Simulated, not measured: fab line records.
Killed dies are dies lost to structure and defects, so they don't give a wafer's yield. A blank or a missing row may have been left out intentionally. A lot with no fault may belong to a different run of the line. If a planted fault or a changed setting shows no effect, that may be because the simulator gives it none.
Which tool did it? ; flow sky130 ; Sampling: 24 lots, 72 wafers, 3 of 708 route steps

WHAT EACH GAUGE READ, for each wafer
SKY_METAL2_RS_MEAS_05: measurement is done with a four-point probe. Usual: METAL2_ALCU_RS gives 0.1271 ohm/sq (standard deviation 0.0016).
lot;measured;on;METAL2_ALCU_RS (ohm/sq);flag
L074;day 34 10:52;film_metro-03;0.1263 0.1261 0.1251;
L075;day 34 12:17;film_metro-02;0.1252 0.1248 0.1246;
L076;day 35 00:53;film_metro-02;0.1266 0.1276 0.1274;
L077;day 35 18:01;film_metro-01;0.1277 0.1284 0.1285;
L079;day 36 02:48;film_metro-02;0.1282 0.1275 0.1285;
L078;day 36 03:11;film_metro-02;0.1279 0.1275 0.1272;
L080;day 36 03:14;film_metro-01;0.1264 0.1258 0.1265;
L081;day 37 07:59;film_metro-02;0.1270 0.1275 0.1274;
L083;day 37 12:59;film_metro-02;0.1252 0.1254 0.1268;
L082;day 37 16:56;film_metro-01;0.1288 0.1278 0.1285;
L084;day 37 21:40;film_metro-01;0.1262 0.1264 0.1270;
L085;day 38 09:42;film_metro-02;0.1254 0.1260 0.1248;
L086;day 38 15:21;film_metro-01;0.1277 0.1283 0.1275;
L088;day 39 07:58;film_metro-01;0.1283 0.1282 0.1295;
L087;day 39 09:14;film_metro-01;0.1230 0.1232 0.1243;
L090;day 39 11:31;film_metro-03;0.1288 0.1277 0.1271;
L089;day 39 11:53;film_metro-01;0.1256 0.1258 0.1252;
L091;day 39 17:12;film_metro-01;0.1253 0.1262 0.1249;
L092;day 39 19:59;film_metro-01;0.1292 0.1298 0.1299;
L093;day 40 09:11;film_metro-02;0.1290 0.1299 0.1298;
L094;day 40 10:56;film_metro-03;0.1282 0.1278 0.1297;
L095;day 40 16:21;film_metro-02;0.1256 0.1263 0.1252;
L096;day 41 01:51;film_metro-03;0.1291 0.1289 0.1287;
L097;day 41 04:55;film_metro-03;0.1261 0.1262 0.1245;

SKY_VIA3_CD_MEAS_12 targets a cd of 200 nm. Usual: 199.3 nm for cd_nm, sd 1.5.
lot;measured;on;cd_nm (nm);flag
L074;day 40 03:23;cd_sem-02;199.0 200.4 199.9;
L075;day 40 04:53;cd_sem-01;199.2 196.9 198.2;
L076;day 40 14:31;cd_sem-02;199.5 199.1 199.2;
L077;day 41 05:31;cd_sem-02;201.2 201.1 199.5;
L079;day 41 14:53;cd_sem-02;197.8 197.1 197.4;
L078;day 41 15:07;cd_sem-01;199.0 198.5 199.8;
L080;day 41 15:47;cd_sem-02;201.5 201.3 202.4;
L081;day 42 16:40;cd_sem-01;197.2 198.7 198.0;
L083;day 42 22:41;cd_sem-01;200.0 201.3 200.4;
L082;day 43 01:23;cd_sem-02;201.3 199.8 200.5;
L084;day 43 05:19;cd_sem-02;197.1 198.4 197.7;
L085;day 43 14:47;cd_sem-01;199.6 199.9 200.5;
L086;day 43 20:29;cd_sem-02;202.9 202.2 202.1;
L088;day 44 12:38;cd_sem-02;198.7 197.4 197.8;
L087;day 44 13:55;cd_sem-01;198.6 200.4 198.6;
L090;day 44 14:59;cd_sem-02;200.6 199.9 200.0;
L089;day 44 15:50;cd_sem-01;199.9 199.2 201.0;
L091;day 44 20:13;cd_sem-02;199.2 199.6 199.7;
L092;day 44 23:38;cd_sem-01;200.0 200.1 200.3;
L093;day 45 09:47;cd_sem-02;200.0 200.8 200.0;
L094;day 45 12:20;cd_sem-01;198.2 197.8 198.0;
L095;day 45 17:04;cd_sem-01;201.0 202.0 198.9;
L096;day 45 23:56;cd_sem-02;196.4 198.6 197.0;
L097;day 46 03:14;cd_sem-01;197.0 197.4 197.4;

EACH LOT AND THE TOOL THAT RAN IT (in order: tool; ch and the chambers of the sampled wafers; start)
lot;SKY_METAL3_ETCH_17
L074;rie_diel-04 ch 0,2,3, day 39 01:09
L075;rie_diel-02 ch 0,2,3, day 39 01:44
L076;rie_diel-02 ch 1,3, day 39 12:04
L077;rie_diel-04 ch 0,1, day 40 04:07
L079;rie_diel-02 ch 0,1,2, day 40 13:00
L078;rie_diel-03 ch 1,3, day 40 13:14
L080;rie_diel-02 ch 1,2, day 40 14:11
L081;rie_diel-04 ch 0,3, day 41 15:41
L083;rie_diel-02 ch 0,3, day 41 21:34
L082;rie_diel-02 ch 0,2,3, day 42 01:02
L084;rie_diel-02 ch 0,2,3, day 42 03:37
L085;rie_diel-03 ch 1,2, day 42 14:17
L086;rie_diel-03 ch 0,2,3, day 42 20:42
L088;rie_diel-04 ch 0,1,3, day 43 12:16
L087;rie_diel-04 ch 2,3, day 43 13:54
L090;rie_diel-02 ch 2,3, day 43 14:43
L089;rie_diel-03 ch 2,3, day 43 15:36
L091;rie_diel-03 ch 1,2, day 43 20:24
L092;rie_diel-02 ch 1,2, day 43 23:53
L093;rie_diel-02 ch 0,1,2, day 44 10:40
L094;rie_diel-02 ch 2,3, day 44 12:53
L095;rie_diel-04 ch 0,1,2, day 44 18:25
L096;rie_diel-02 ch 0,1,2, day 45 01:39
L097;rie_diel-03 ch 0,3, day 45 04:28
- SKY_METAL3_ETCH_17: etches SiO2 in C4F8/O2/Ar, stops on TiN, time 3.9 s, target depth 15 nm.

AS READ BY THE TOOLS THEMSELVES (means over the sampled wafers that have a number; for cases with no such wafer, the mark the record gives instead)
SKY_METAL3_ETCH_17. Usual: 0.753 a.u. for oes_product_au, sd 0.0071.
lot;tool;oes_product_au (a.u.);flag
L074;rie_diel-04;0.743;
L075;rie_diel-02;0.762;
L076;rie_diel-02;0.758;
L077;rie_diel-04;0.756;
L079;rie_diel-02;0.753;
L078;rie_diel-03;0.753;
L080;rie_diel-02;0.753;
L081;rie_diel-04;0.751;
L083;rie_diel-02;0.751;
L082;rie_diel-02;0.753;
L084;rie_diel-02;0.754;
L085;rie_diel-03;0.754;
L086;rie_diel-03;0.754;
L088;rie_diel-04;0.749;
L087;rie_diel-04;0.754;
L090;rie_diel-02;0.761;
L089;rie_diel-03;0.749;
L091;rie_diel-03;0.753;
L092;rie_diel-02;0.753;
L093;rie_diel-02;0.749;
L094;rie_diel-02;0.754;
L095;rie_diel-04;0.754;
L096;rie_diel-02;0.753;
L097;rie_diel-03;0.760;

THE ANSWER, worked out from the rows above alone
Rule: lot off if the mean of its wafers having a number is beyond 3 standard deviations from the usual mean. Also off: a lot with no number at a reading for which 4 or more lots have one. Any other lot the step has rows for is counted as sound. After the gauges, taken in route order, come the tools' own readings; for these a lot's mean is taken, as printed above. The first step at which some lot is off is used, and at that step the reading that is off furthest; a lot without a number counts as furthest.
None of the lots is off at any reading shown; this tells nothing.

WHAT WAS PUT IN BY THE SIMULATOR
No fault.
